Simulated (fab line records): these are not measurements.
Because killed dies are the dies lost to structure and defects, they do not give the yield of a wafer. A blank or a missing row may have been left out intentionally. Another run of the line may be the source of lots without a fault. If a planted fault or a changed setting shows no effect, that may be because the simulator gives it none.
Which of the tools did it? | flow sky130 | 14 lots with 42 wafers sampled at 4 steps, on a route of 708 steps

## WHAT THE GAUGES READ, wafer by wafer
SKY_DNWELL_TW_MEAS_09. Usual: DNWELL_TW 1113, standard deviation 13.
lot  | measured    | on            | DNWELL_TW      | flag
L432 | day 3 07:13 | film metro-03 | 1094 1096 1094 |
L434 | day 3 17:16 | film metro-02 | 1124 1130 1131 |
L435 | day 3 22:30 | film metro-02 | 1122 1116 1128 |
L436 | day 4 04:43 | film metro-01 | 1126 1123 1125 |
L437 | day 4 11:45 | film metro-01 | 1122 1120 1118 |
L440 | day 4 23:34 | film metro-01 | 1128 1117 1116 |
L443 | day 5 16:14 | film metro-02 | 1124 1119 1111 |
L444 | day 5 20:34 | film metro-03 | 1107 1109 1109 |
L446 | day 6 05:16 | film metro-01 | 1123 1124 1130 |
L447 | day 6 12:00 | film metro-03 | 1105 1102 1103 |
L448 | day 6 20:01 | film metro-03 | 1102 1102 1096 |
L452 | day 7 14:52 | film metro-02 | 1132 1137 1132 |
L453 | day 7 21:22 | film metro-03 | 1100 1100 1101 |
L455 | day 8 11:25 | film metro-02 | 1116 1118 1116 |

SKY_CONTACT_THK_MEAS_03. Usual: CONTACT_HDPCVD_THK 565 nm, standard deviation 5.5.
lot  | measured     | on            | CONTACT_HDPCVD_THK (nm) | flag
L432 | day 30 14:13 | film metro-02 | 567 575 575             |
L434 | day 31 05:11 | film metro-04 | 562 570 564             |
L435 | day 31 20:38 | film metro-02 | 564 569 566             |
L436 | day 32 17:07 | film metro-04 | 561 561 556             |
L437 | day 32 16:33 | film metro-04 | 566 565 561             |
L440 | day 33 04:22 | film metro-02 | 562 565 569             |
L443 | day 34 04:46 | film metro-02 | 562 563 553             |
L444 | day 34 15:43 | film metro-04 | 568 561 556             |
L446 | day 35 02:53 | film metro-01 | 569 564 564             |
L447 | day 35 05:41 | film metro-01 | 555 556 561             |
L448 | day 35 19:22 | film metro-01 | 561 567 562             |
L452 | day 37 04:46 | film metro-04 | 572 572 571             |
L453 | day 37 02:59 | film metro-01 | 567 568 562             |
L455 | day 37 20:42 | film metro-01 | 564 566 562             |

## EACH LOT AND THE TOOL THAT RAN IT (in order: tool; ch and the chambers of the sampled wafers; start)
lot  | SKY_LDD_N_IMPLANT_09            | SKY_CONTACT_CVD_00
L432 | implanter-03 ch 0, day 17 20:49 | pecvd-03 ch 0,1, day 30 14:03
L434 | implanter-04 ch 0, day 18 15:01 | pecvd-03 ch 0,2, day 31 05:01
L435 | implanter-03 ch 0, day 19 08:52 | pecvd-02 ch 1,2, day 31 20:28
L436 | implanter-01 ch 0, day 19 15:00 | pecvd-03 ch 1,2, day 32 16:56
L437 | implanter-04 ch 0, day 20 02:09 | pecvd-02 ch 0,1,2, day 32 16:23
L440 | implanter-04 ch 0, day 20 20:19 | pecvd-03 ch 0,1,2, day 33 04:11
L443 | implanter-01 ch 0, day 22 01:37 | pecvd-03 ch 0,1,2, day 34 04:37
L444 | implanter-04 ch 0, day 22 14:03 | pecvd-02 ch 1,2, day 34 15:32
L446 | implanter-01 ch 0, day 23 00:57 | pecvd-04 ch 1,2, day 35 02:43
L447 | implanter-04 ch 0, day 23 05:22 | pecvd-03 ch 1,2, day 35 05:32
L448 | implanter-03 ch 0, day 23 19:31 | pecvd-04 ch 0,2, day 35 19:11
L452 | implanter-03 ch 0, day 25 10:45 | pecvd-03 ch 1,2, day 37 04:36
L453 | implanter-03 ch 0, day 25 06:03 | pecvd-02 ch 0,1,2, day 37 02:48
L455 | implanter-04 ch 0, day 26 03:32 | pecvd-02 ch 0,1,2, day 37 20:29
- SKY_LDD_N_IMPLANT_09
- SKY_CONTACT_CVD_00: deposits Si3N4, target thk 75 nm.

## AS READ BY THE TOOLS THEMSELVES (means over the sampled wafers that have a number; for cases with no such wafer, the mark the record gives instead)
SKY_LDD_N_IMPLANT_09. Usual: end station pressure torr 5.3e-06 Torr, standard deviation 2.8e-07; rotation deg 113.00 degrees, standard deviation 0.03.
lot  | tool         | end station pressure torr (Torr) | rotation deg (degrees) | flag
L432 | implanter-03 | 5.3e-06                          | 113.02                 |
L434 | implanter-04 | 5.2e-06                          | 113.03                 |
L435 | implanter-03 | 5.0e-06                          | 113.03                 |
L436 | implanter-01 | 5.5e-06                          | 113.01                 |
L437 | implanter-04 | 5.2e-06                          | 112.97                 |
L440 | implanter-04 | 5.3e-06                          | 112.99                 |
L443 | implanter-01 | 5.5e-06                          | 228.11                 | OFF
L444 | implanter-04 | 5.1e-06                          | 113.00                 |
L446 | implanter-01 | 5.3e-06                          | 228.13                 | OFF
L447 | implanter-04 | 5.3e-06                          | 112.99                 |
L448 | implanter-03 | 5.7e-06                          | 113.02                 |
L452 | implanter-03 | 5.2e-06                          | 113.05                 |
L453 | implanter-03 | 5.5e-06                          | 113.00                 |
L455 | implanter-04 | 5.3e-06                          | 113.00                 |

SKY_CONTACT_CVD_00. Usual: 725 W for heater power w, sd 77.
lot  | tool     | heater power w (W) | flag
L432 | pecvd-03 | 762                |
L434 | pecvd-03 | 764                |
L435 | pecvd-02 | 668                |
L436 | pecvd-03 | 661                |
L437 | pecvd-02 | 756                |
L440 | pecvd-03 | 757                |
L443 | pecvd-03 | 734                |
L444 | pecvd-02 | 652                |
L446 | pecvd-04 | 656                |
L447 | pecvd-03 | 758                |
L448 | pecvd-04 | 680                |
L452 | pecvd-03 | 691                |
L453 | pecvd-02 | 725                |
L455 | pecvd-02 | 754                |

## THE ANSWER, worked out from the rows above alone
Rule: take the mean of a lot's wafers that have a number; if it is more than 3 standard deviations from the usual mean, the lot is off. Also off: a lot with no number at a reading for which 4 or more lots have one. All remaining lots with rows at the step are treated as sound. First the gauges in route order, then the tools' own readings, where a lot's mean is used as printed above. The first step at which some lot is off is used, and at that step the reading that is off furthest; a lot without a number counts as furthest.
Off at SKY_LDD_N_IMPLANT_09 (rotation deg): L443, L446.
A tool fits if, at that step or a process step before it, it ran every lot that is off, and no sound lot after the first of them. One candidate fits, namely implanter-01 at SKY_LDD_N_IMPLANT_09. A fault onset in the window from L436 (day 19 15:00, its last sound lot) to L443 (day 22 01:37, its first lot off) fits.
The tool's own readings at SKY_LDD_N_IMPLANT_09 bear it out: on the lots that are off they differ by more than 5 times the standard deviation of the sound lots' means. rotation deg reads 228.12 degrees there against 113.01 degrees on the sound lots.

## WHAT THE SIMULATOR PUT IN
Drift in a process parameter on implanter-01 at SKY_LDD_N_IMPLANT_09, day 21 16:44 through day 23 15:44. From 113, the setting rotation deg moved by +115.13. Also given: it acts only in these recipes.
Shown lots that were struck: L443, L446. The rule above found the same.
